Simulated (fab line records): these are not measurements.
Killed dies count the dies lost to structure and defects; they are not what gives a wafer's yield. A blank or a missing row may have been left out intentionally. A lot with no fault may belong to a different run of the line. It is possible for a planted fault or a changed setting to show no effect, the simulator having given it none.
Commonality check across tools || flow sky130 || 11 lots and 33 wafers in the sample

== WHY IT WAS OPENED ==
SKY_SD_N_RS_MEAS_16, reading SD_N_RS: flagged on 2 of 11 lots. No-fault wafers: 68.67 ohm/sq, standard deviation 0.12.
Rule: flag the lot when none of its wafers has a number, or when each of its wafers that has one lies beyond 4 standard deviations from that mean. As for the other lots, they are considered sound.

{"lot": "L819", "measured": "day 27 23:53", "on": "film-metro-02", "SD_N_RS (ohm/sq), wafer by wafer": "68.68 68.95 68.81", "flag": ""}
{"lot": "L822", "measured": "day 29 04:01", "on": "film-metro-02", "SD_N_RS (ohm/sq), wafer by wafer": "68.92 68.71 68.76", "flag": ""}
{"lot": "L823", "measured": "day 29 10:23", "on": "film-metro-01", "SD_N_RS (ohm/sq), wafer by wafer": "68.70 68.53 68.62", "flag": ""}
{"lot": "L825", "measured": "day 30 00:19", "on": "film-metro-03", "SD_N_RS (ohm/sq), wafer by wafer": "68.55 68.74 68.63", "flag": ""}
{"lot": "L824", "measured": "day 30 01:11", "on": "film-metro-01", "SD_N_RS (ohm/sq), wafer by wafer": "68.59 68.65 68.68", "flag": ""}
{"lot": "L827", "measured": "day 30 14:58", "on": "film-metro-01", "SD_N_RS (ohm/sq), wafer by wafer": "68.62 68.62 68.62", "flag": ""}
{"lot": "L830", "measured": "day 31 18:54", "on": "film-metro-01", "SD_N_RS (ohm/sq), wafer by wafer": "68.53 68.63 68.80", "flag": ""}
{"lot": "L831", "measured": "day 31 23:54", "on": "film-metro-01", "SD_N_RS (ohm/sq), wafer by wafer": "70.47 70.57 70.46", "flag": "FLAGGED"}
{"lot": "L832", "measured": "day 32 01:38", "on": "film-metro-02", "SD_N_RS (ohm/sq), wafer by wafer": "68.70 68.74 68.67", "flag": ""}
{"lot": "L833", "measured": "day 32 19:27", "on": "film-metro-01", "SD_N_RS (ohm/sq), wafer by wafer": "70.54 70.63 70.46", "flag": "FLAGGED"}
{"lot": "L840", "measured": "day 34 23:03", "on": "film-metro-01", "SD_N_RS (ohm/sq), wafer by wafer": "68.62 68.62 68.69", "flag": ""}
The mean of the flagged lots' numbers is 70.52 ohm/sq, +1.85 ohm/sq from the usual (+15 standard deviations).

== TOOL THAT RAN EACH LOT ==
The record holds 1 process step before the reading, out of a route of 708 steps. Cell contents, in order: the tool; ch with the chambers the sampled wafers went through; the start.
{"lot": "L819", "flag": "", "SKY_SD_N_RTA_14": "rtp-anneal-01 ch 0, day 27 23:43"}
{"lot": "L822", "flag": "", "SKY_SD_N_RTA_14": "rtp-anneal-02 ch 0, day 29 03:50"}
{"lot": "L823", "flag": "", "SKY_SD_N_RTA_14": "rtp-anneal-01 ch 0, day 29 10:13"}
{"lot": "L825", "flag": "", "SKY_SD_N_RTA_14": "rtp-anneal-02 ch 0, day 30 00:08"}
{"lot": "L824", "flag": "", "SKY_SD_N_RTA_14": "rtp-anneal-01 ch 0, day 30 01:01"}
{"lot": "L827", "flag": "", "SKY_SD_N_RTA_14": "rtp-anneal-01 ch 0, day 30 14:47"}
{"lot": "L830", "flag": "", "SKY_SD_N_RTA_14": "rtp-anneal-02 ch 0, day 31 18:43"}
{"lot": "L831", "flag": "FLAGGED", "SKY_SD_N_RTA_14": "rtp-anneal-01 ch 0, day 31 23:44"}
{"lot": "L832", "flag": "", "SKY_SD_N_RTA_14": "rtp-anneal-02 ch 0, day 32 01:28"}
{"lot": "L833", "flag": "FLAGGED", "SKY_SD_N_RTA_14": "rtp-anneal-01 ch 0, day 32 19:17"}
{"lot": "L840", "flag": "", "SKY_SD_N_RTA_14": "rtp-anneal-02 ch 0, day 34 22:52"}
What the steps here do:
- SKY_SD_N_RTA_14: time 2 s.
- SKY_SD_N_RS_MEAS_16: measures by four-point-probe.

== FLAGGED AGAINST TOTAL, ONE TOOL AT A TIME (gauges that did the reading follow at the end) ==
{"step": "SKY_SD_N_RTA_14", "tool": "rtp-anneal-01", "lots run": 6, "flagged": 2, "share of the flagged lots": "all", "sound lots run after its first flagged lot": 0}
{"step": "SKY_SD_N_RTA_14", "tool": "rtp-anneal-02", "lots run": 5, "flagged": 0, "share of the flagged lots": "none", "sound lots run after its first flagged lot": "-"}
{"step": "SKY_SD_N_RS_MEAS_16", "tool": "film-metro-01", "lots run": 7, "flagged": 2, "share of the flagged lots": "all", "sound lots run after its first flagged lot": "1 (L840)"}
{"step": "SKY_SD_N_RS_MEAS_16", "tool": "film-metro-02", "lots run": 3, "flagged": 0, "share of the flagged lots": "none", "sound lots run after its first flagged lot": "-"}
{"step": "SKY_SD_N_RS_MEAS_16", "tool": "film-metro-03", "lots run": 1, "flagged": 0, "share of the flagged lots": "none", "sound lots run after its first flagged lot": "-"}

== THE TABLE: WHAT IT ALLOWS ==
2 rows of the table ran every flagged lot: rtp-anneal-01 at SKY_SD_N_RTA_14, film-metro-01 at SKY_SD_N_RS_MEAS_16.
- rtp-anneal-01 at SKY_SD_N_RTA_14: 2 of its 6 lots flagged. It ran its last sound lot, L827, at day 30 14:47 and its first flagged lot, L831, at day 31 23:44: a fault with its onset between the two fits. Its own readings (lamp-power-pct) fall more than 4 standard deviations out on all wafers of the flagged lots.
- film-metro-01 at SKY_SD_N_RS_MEAS_16: 2 of its 7 lots flagged. Sound lots followed the first flagged one (L840) on it, something a lasting fault affecting the whole tool could not allow.
What remains is a single tool, rtp-anneal-01 at SKY_SD_N_RTA_14.

== WHAT THE SIMULATOR PUT IN ==
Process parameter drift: rtp-anneal-01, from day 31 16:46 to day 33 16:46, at SKY_SD_N_RTA_14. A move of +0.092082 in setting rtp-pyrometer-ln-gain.
Struck lots among those shown: L831, L833. This agrees with what the rule above found.
